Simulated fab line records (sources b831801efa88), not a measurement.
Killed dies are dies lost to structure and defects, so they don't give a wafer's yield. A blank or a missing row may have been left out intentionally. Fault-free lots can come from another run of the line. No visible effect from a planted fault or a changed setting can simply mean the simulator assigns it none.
Matching of chambers || flow gf180mcu || cmp-01 running GF_V2_CMP_26: 4 sister chambers
The step polishes, stops on SiO2, t overpolish 15 s, target thk 0 nm. 4 wafers are shown with their chamber, then 11 later ones without.

WAFERS PAIRED WITH THEIR CHAMBERS
{"wafer": "L086.5", "chamber": 2, "motorCurrentA (A)": 10.0}
{"wafer": "L087.3", "chamber": 3, "motorCurrentA (A)": 11.5}
{"wafer": "L087.4", "chamber": 0, "motorCurrentA (A)": 9.2}
{"wafer": "L089.2", "chamber": 1, "motorCurrentA (A)": 12.8}

WAFERS WITHOUT THEIR CHAMBER
{"wafer": "L089.4", "motorCurrentA (A)": 12.3}
{"wafer": "L089.5", "motorCurrentA (A)": 11.9}
{"wafer": "L091.1", "motorCurrentA (A)": 10.2}
{"wafer": "L091.2", "motorCurrentA (A)": 9.8}
{"wafer": "L091.3", "motorCurrentA (A)": 12.6}
{"wafer": "L092.2", "motorCurrentA (A)": 12.7}
{"wafer": "L092.5", "motorCurrentA (A)": 12.6}
{"wafer": "L092.6", "motorCurrentA (A)": 9.3}
{"wafer": "L096.2", "motorCurrentA (A)": 12.6}
{"wafer": "L096.3", "motorCurrentA (A)": 10.5}
{"wafer": "L096.5", "motorCurrentA (A)": 9.7}

CHAMBER TAKEN BY EACH
{"wafer": "L089.4", "from the rows above": "can't be placed: 1 or 3", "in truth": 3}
{"wafer": "L089.5", "from the rows above": "can't be placed: 3 or 1", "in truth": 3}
{"wafer": "L091.1", "from the rows above": 2, "in truth": 2}
{"wafer": "L091.2", "from the rows above": "can't be placed: 2 or 0", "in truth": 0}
{"wafer": "L091.3", "from the rows above": 1, "in truth": 1}
{"wafer": "L092.2", "from the rows above": 1, "in truth": 1}
{"wafer": "L092.5", "from the rows above": 1, "in truth": 1}
{"wafer": "L092.6", "from the rows above": 0, "in truth": 0}
{"wafer": "L096.2", "from the rows above": 1, "in truth": 1}
{"wafer": "L096.3", "from the rows above": "can't be placed: 2 or 3", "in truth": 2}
{"wafer": "L096.5", "from the rows above": "can't be placed: 2 or 0", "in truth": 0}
Placed correctly: 6 of 11. Can't be placed from these rows: 5 (the true chamber is among the candidates in 5). Placed wrongly: 0.
How it was worked out, from the rows above alone: a wafer's distance from a chamber is the root of the sum, over the readings, of the square of ((its reading less the chamber's mean) divided by the reading's scatter). If the next closest chamber is less than 2 further off than the closest, the wafer can't be placed; otherwise it belongs to the closest. Each chamber's mean is taken over the wafers shown for it. The scatter: with one shown wafer a chamber, the root of the mean of the squares of how far each hidden wafer lies from its nearest shown one.
